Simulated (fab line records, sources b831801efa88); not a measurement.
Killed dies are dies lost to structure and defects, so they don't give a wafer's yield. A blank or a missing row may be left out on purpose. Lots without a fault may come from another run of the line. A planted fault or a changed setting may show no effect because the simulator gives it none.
A struck lot beside a sound one | flow gf180mcu | 16 steps out of a route of 602
Sound: wafers L244.1, L244.2, L244.4. Struck: wafers L256.1, L256.2, L256.4. The cause comes at the end.
At each step with rows: each side's tool, then ch and its chambers, then its first start. Under that, the readings that differ: sound wafers | struck wafers | difference of the means | sigmas: that difference in standard deviations of wafers without a fault.
alike: readings whose means differ by less than 2 such deviations, and words and numbers that are the same on both sides. not compared: withheld readings, readings that some wafer has no value for, bounds like >300 that may hide the same value, and numbers for which the record gives no deviation and whose values overlap.
The two part at a step that has a row with sigmas, a row that says differs or no value, or rows on one side only. Numbers that don't overlap but have no deviation are shown without sigmas and don't part them. A reading that every wafer of one side lacks parts them only if that side has two wafers or more.

first, 3 steps without rows for these wafers: GF_V4_EXPOSE_11 (exposes mask Via4, target cd 260 nm); GF_V4_PEB_12 (peb time 90 s); GF_V4_DEVELOP_13 (develop time 60 s).
GF_V4_CD_MEAS_14: target cd 260 nm.
  sound on cd_sem-01, day 25 14:55; struck on cd_sem-02, day 29 13:44
  alike: cd_nm
GF_V4_OVL_MEAS_15:
  sound on overlay-02, day 25 15:02; struck on overlay-02, day 29 13:51
  alike: V4_OVL
GF_V4_ETCH_16: etches BARC in N2/H2.
  sound on rie_diel-04 ch 0,1,2, day 25 15:05; struck on rie_diel-04 ch 0,1,2, day 29 13:53
  alike: drypump_motor_current_A, h2_flow_sccm, oes_product_au, throttle_valve_pct
GF_V4_ETCH_17: etches SiO2 in C4F8/O2/Ar, stops on TiN, target depth 630 nm.
  sound on rie_diel-04 ch 0,1,2; struck on rie_diel-04 ch 0,1,2
  alike: oes_product_au
GF_V4_STRIP_18: strips in O2/N2.
  sound on plasma_asher-02 ch 0,1, day 25 15:13; struck on plasma_asher-02 ch 0,1, day 29 14:01
  alike: drypump_motor_current_A, heater_power_w, oes_product_au
  not compared: rf_hours_counter_h
then, 2 steps without rows for these wafers: GF_V4_STRIP_19 (strips in post etch residue remover, time 1200 s); GF_V4_CLEAN_20 (cleans in DIW).
GF_V4_SPUTTER_21: material Ti, target thk 15 nm, time 80.02 s.
  sound on pvd_sputter-02, day 25 15:45; struck on pvd_sputter-03, day 29 14:53
  alike: chamber_pressure_pa, throttle_valve_pct
GF_V4_SPUTTER_22: material TiN, target thk 10 nm, time 40 s.
  sound on pvd_sputter-02, day 25 15:49; struck on pvd_sputter-03, day 29 14:57
  alike: chamber_pressure_pa, throttle_valve_pct
GF_V4_CVD_23: deposits W, target thk 350 nm, time 104.9 s.
  sound on cvd_w-01 ch 0,1, day 25 15:51; struck on cvd_w-02 ch 0,1, day 29 14:59
  reading                          | sound             | struck            | difference | sigmas
  chamber_pressure_Torr (Torr)     | 39.88 39.89 39.94 | 42.09 42.34 42.15 | +2.29      | +27
  model.W_of_V4_CVD_23.thk_nm (nm) | 354.2 348.6 353.2 | 362.3 361.9 356.8 | +8.3       |
  alike: heater_power_w
  not compared: since_wet_clean_h
GF_V4_RS_MEAS_24: measures by four-point-probe.
  sound on film_metro-01, day 25 15:58; struck on film_metro-04, day 29 15:07
  reading          | sound             | struck            | difference | sigmas
  V4_W_RS (ohm/sq) | 0.323 0.328 0.325 | 0.317 0.316 0.321 | -0.007     | -2
GF_V4_THK_MEAS_25: measures by xrf.
  sound on film_metro-01, day 25 16:05; struck on film_metro-04, day 29 15:14
  reading       | sound       | struck      | difference | sigmas
  V4_W_THK (nm) | 362 356 361 | 379 376 369 | +15        | +3
GF_PASSIVATION_PROBE_99:
  the record has rows for the sound wafers here (prober-01, day 30 03:53) and none for the struck ones

WHERE THEY PART
First at GF_V4_CVD_23; last, within this record, at GF_PASSIVATION_PROBE_99.

WHY: what the simulator had put in
Process parameter drift: cvd_w-02, from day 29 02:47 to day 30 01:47, at GF_V4_CVD_23. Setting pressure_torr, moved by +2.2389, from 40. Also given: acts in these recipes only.
